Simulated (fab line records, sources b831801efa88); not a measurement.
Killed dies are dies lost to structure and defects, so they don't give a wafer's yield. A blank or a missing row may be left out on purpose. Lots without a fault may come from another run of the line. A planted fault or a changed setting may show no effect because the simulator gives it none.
Chamber matching | flow sky130 | SKY_VIA3_ETCH_14 on rie_diel-03: 4 sister chambers
The step etches BARC in N2/H2, stops on SiO2, time 45.9 s, target depth 60 nm. 4 wafers are shown with their chamber, then 12 later ones without.

WAFERS WITH THEIR CHAMBER
wafer  | chamber | drypump_motor_current_A (A)
L084.1 | 0       | 5.83
L085.4 | 3       | 6.00
L085.5 | 2       | 6.39
L085.6 | 1       | 6.21

WAFERS WITHOUT THEIR CHAMBER
wafer  | drypump_motor_current_A (A)
L086.1 | 5.86
L086.3 | 6.39
L086.6 | 6.04
L093.1 | 5.85
L093.2 | 5.98
L093.3 | 6.39
L095.1 | 6.18
L095.2 | 6.37
L095.4 | 6.02
L094.2 | 6.03
L094.4 | 6.17
L094.6 | 6.18

WHICH CHAMBER EACH WENT THROUGH
wafer  | from the rows above | in truth
L086.1 | 0                   | 0
L086.3 | 2                   | 2
L086.6 | 3                   | 3
L093.1 | 0                   | 0
L093.2 | 3                   | 3
L093.3 | 2                   | 2
L095.1 | 1                   | 1
L095.2 | 2                   | 2
L095.4 | 3                   | 3
L094.2 | 3                   | 3
L094.4 | 1                   | 1
L094.6 | 1                   | 1
Placed correctly: 12 of 12. Can't be placed from these rows: 0. Placed wrongly: 0.
How it was worked out, from the rows above alone: a wafer's distance from a chamber is the root of the sum, over the readings, of the square of ((its reading less the chamber's mean) divided by the reading's scatter). The wafer belongs to the nearest chamber; if the next one is less than 2 further off, it can't be placed. A chamber's mean is the mean of its shown wafers. The scatter: with one shown wafer a chamber, the root of the mean of the squares of how far each hidden wafer lies from its nearest shown one.
